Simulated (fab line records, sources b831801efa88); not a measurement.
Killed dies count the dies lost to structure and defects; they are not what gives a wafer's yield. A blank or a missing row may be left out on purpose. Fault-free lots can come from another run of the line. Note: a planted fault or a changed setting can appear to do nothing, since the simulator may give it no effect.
2 desks looking at one fault    flow gf180mcu    each desk has only its own numbers; what lay behind them comes last

## THE TOOL OWNER'S DESK: pvd_sputter-02
The tool's own readings at GF_MIM_SPUTTER_08 (material AlCu, target thk 200 nm, time 10.6 s): means of the sampled wafers that have a number, for each lot that ran on this tool. A lot is out of limits, marked OUT, if its mean lies more than 4 standard deviations from the usual mean; the brackets give that distance.
Columns: A = throttle_valve_pct at GF_MIM_SPUTTER_08, usual 30.4 %
lot   first seen here  A
L248  day 24 14:53     30.2
L249  day 24 21:24     31.0
L252  day 26 01:31     30.2
L263  day 29 16:47     31.1
This desk's finding: nothing out of limits on any of the 4 lots.

## METROLOGY DESK
What the gauges read for every lot (on any tool): the sampled wafers with a number, averaged. A lot is out of limits, marked OUT, if its mean lies more than 4 standard deviations from the usual mean; the brackets give that distance.
Columns: A = MIM_ALCU_THK at GF_MIM_THK_MEAS_11, usual 203.7 nm
lot   first seen here  A
L247  day 24 09:17     202.2
L248  day 24 15:03     202.5
L249  day 24 21:34     201.9
L251  day 25 12:20     206.4
L252  day 26 01:42     203.6
L254  day 26 16:10     205.5
L263  day 29 16:58     207.7
L265  day 30 04:43     204.2
L267  day 30 12:44     205.2
L268  day 30 19:31     201.2
L269  day 31 02:20     200.8
L270  day 31 06:39     204.4
This desk's finding: nothing out of limits on any of the 12 lots.

## PUT TOGETHER
Nothing out of limits was seen by the tool owner's desk.
The metrology desk saw nothing out of limits.

## WHAT THE SIMULATOR HAD PUT IN
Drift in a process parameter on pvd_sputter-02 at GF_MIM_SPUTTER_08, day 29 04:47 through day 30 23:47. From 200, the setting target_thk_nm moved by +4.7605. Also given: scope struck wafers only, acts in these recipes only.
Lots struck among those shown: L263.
